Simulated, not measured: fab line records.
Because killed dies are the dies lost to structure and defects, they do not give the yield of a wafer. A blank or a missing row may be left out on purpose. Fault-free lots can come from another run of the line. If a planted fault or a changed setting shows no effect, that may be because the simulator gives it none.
Which tool is to blame? | flow sky130 | 7 lots (21 wafers sampled), 1 step of a 708-step route

== WHAT THE GAUGES READ, wafer by wafer ==
SKY_VT_ADJUST_PCH_TW_MEAS_10.
lot  | measured     | on            | VT_ADJUST_PCH_TW
L844 | day 10 17:14 | film-metro-02 | 141.1 140.8 140.8
L846 | day 11 05:14 | film-metro-02 | 141.7 141.8 141.1
L854 | day 14 04:50 | film-metro-03 | 140.5 139.7 139.2
L857 | day 14 19:34 | film-metro-02 | 140.2 140.4 141.0
L861 | day 16 17:52 | film-metro-02 | 140.8 140.7 140.8
L864 | day 17 05:18 | film-metro-03 | 139.6 139.8 139.7
L866 | day 17 17:17 | film-metro-03 | 138.8 139.5 139.3

== EACH LOT AND THE TOOL THAT RAN IT (in order: tool; ch and the chambers of the sampled wafers; start) ==
There is no process step in the record ahead of these readings.

== THE ANSWER, worked out from the rows above alone ==
Rule: usual is defined by the lots themselves. Put in order of their means at a reading, lots are off if they are a third of the lots or fewer, leave a main group of 4 or more, and stand apart from it by a gap of 3 or more times the standard deviation of the main group's means; of several such gaps the widest counts. If all means in a main group match to the digits the tables above print for the reading, that group is not used. Also off: a lot with no number at a reading for which 4 or more lots have one. The other lots that the step has rows for count as sound.
None of the lots is off at any reading shown; this tells nothing.

== WHAT WAS PUT IN BY THE SIMULATOR ==
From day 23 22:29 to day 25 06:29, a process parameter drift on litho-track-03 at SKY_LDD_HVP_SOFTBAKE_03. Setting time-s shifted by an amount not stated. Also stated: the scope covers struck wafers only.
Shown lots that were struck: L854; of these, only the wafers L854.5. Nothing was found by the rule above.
